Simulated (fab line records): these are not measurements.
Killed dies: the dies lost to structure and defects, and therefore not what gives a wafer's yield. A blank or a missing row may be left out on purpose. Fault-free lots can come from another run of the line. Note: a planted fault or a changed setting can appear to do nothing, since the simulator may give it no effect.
Matching of chambers / flow sfqLine / SFQ_TRILAYER_I6_CMP_CMP_166 on cmp-02 has 4 sister chambers
The step polishes SiO2. 14 wafers are shown with their chamber, then 7 later ones without.

== EACH WAFER AND ITS CHAMBER ==
wafer=L894.1; chamber=0; motorCurrentA (A)=10.0; retainingRingPressureFrac=0.997; timeToEndpointS (s)=219
wafer=L894.5; chamber=3; motorCurrentA (A)=9.8; retainingRingPressureFrac=0.994; timeToEndpointS (s)=230
wafer=L894.6; chamber=2; motorCurrentA (A)=9.1; retainingRingPressureFrac=1.004; timeToEndpointS (s)=234
wafer=L897.2; chamber=2; motorCurrentA (A)=8.6; retainingRingPressureFrac=0.996; timeToEndpointS (s)=213
wafer=L897.5; chamber=2; motorCurrentA (A)=8.9; retainingRingPressureFrac=1.001; timeToEndpointS (s)=211
wafer=L897.6; chamber=3; motorCurrentA (A)=8.8; retainingRingPressureFrac=0.993; timeToEndpointS (s)=223
wafer=L898.1; chamber=1; motorCurrentA (A)=11.5; retainingRingPressureFrac=1.008; timeToEndpointS (s)=213
wafer=L898.5; chamber=1; motorCurrentA (A)=10.8; retainingRingPressureFrac=1.013; timeToEndpointS (s)=224
wafer=L898.6; chamber=0; motorCurrentA (A)=10.1; retainingRingPressureFrac=1.003; timeToEndpointS (s)=224
wafer=L904.3; chamber=1; motorCurrentA (A)=11.6; retainingRingPressureFrac=0.993; timeToEndpointS (s)=220
wafer=L904.4; chamber=2; motorCurrentA (A)=9.0; retainingRingPressureFrac=0.996; timeToEndpointS (s)=210
wafer=L904.5; chamber=0; motorCurrentA (A)=10.7; retainingRingPressureFrac=1.005; timeToEndpointS (s)=215
wafer=L909.3; chamber=0; motorCurrentA (A)=9.8; retainingRingPressureFrac=1.000; timeToEndpointS (s)=209
wafer=L909.1; chamber=2; motorCurrentA (A)=8.8; retainingRingPressureFrac=1.002; timeToEndpointS (s)=212

SIGNATURES, as means of the wafers listed above
reading=motorCurrentA; chamber 0=10.150; chamber 1=11.300; chamber 2=8.880; chamber 3=9.300; scatter within a chamber=0.384
reading=retainingRingPressureFrac; chamber 0=1.00125; chamber 1=1.00467; chamber 2=0.99980; chamber 3=0.99350; scatter within a chamber=0.00554
reading=timeToEndpointS; chamber 0=216.75; chamber 1=219.00; chamber 2=216.00; chamber 3=226.50; scatter within a chamber=7.86
Rule: a wafer's distance from a chamber is the root of the sum, over the readings, of the square of ((its reading less the chamber's mean) divided by the reading's scatter). If the next closest chamber is less than 2 further off than the closest, the wafer can't be placed; otherwise it belongs to the closest. How the scatter is found: for the shown wafers, subtract from each reading the mean of its chamber, square and add these, divide the total by (wafers less chambers), then take the root.

== WAFERS WITH NO CHAMBER GIVEN ==
wafer=L909.6; motorCurrentA (A)=10.9; retainingRingPressureFrac=0.997; timeToEndpointS (s)=221
wafer=L910.1; motorCurrentA (A)=9.1; retainingRingPressureFrac=1.005; timeToEndpointS (s)=208
wafer=L910.4; motorCurrentA (A)=11.5; retainingRingPressureFrac=0.993; timeToEndpointS (s)=216
wafer=L910.3; motorCurrentA (A)=10.2; retainingRingPressureFrac=0.994; timeToEndpointS (s)=219
wafer=L911.1; motorCurrentA (A)=9.4; retainingRingPressureFrac=1.006; timeToEndpointS (s)=213
wafer=L911.3; motorCurrentA (A)=9.2; retainingRingPressureFrac=1.006; timeToEndpointS (s)=208
wafer=L911.4; motorCurrentA (A)=10.7; retainingRingPressureFrac=1.004; timeToEndpointS (s)=211

== WHICH CHAMBER EACH WENT THROUGH ==
wafer=L909.6; from the rows above=can't be placed: 1 or 0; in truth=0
wafer=L910.1; from the rows above=can't be placed: 2 or 0 or 3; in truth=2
wafer=L910.4; from the rows above=can't be placed: 1 or 0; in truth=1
wafer=L910.3; from the rows above=can't be placed: 0 or 3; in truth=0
wafer=L911.1; from the rows above=can't be placed: 2 or 0 or 3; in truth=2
wafer=L911.3; from the rows above=can't be placed: 2 or 0 or 3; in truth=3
wafer=L911.4; from the rows above=can't be placed: 0 or 1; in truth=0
Placed correctly: 0 of 7. Cannot be placed on the basis of these rows: 7; the candidates contain the true chamber in 7. Wrongly placed: 0.
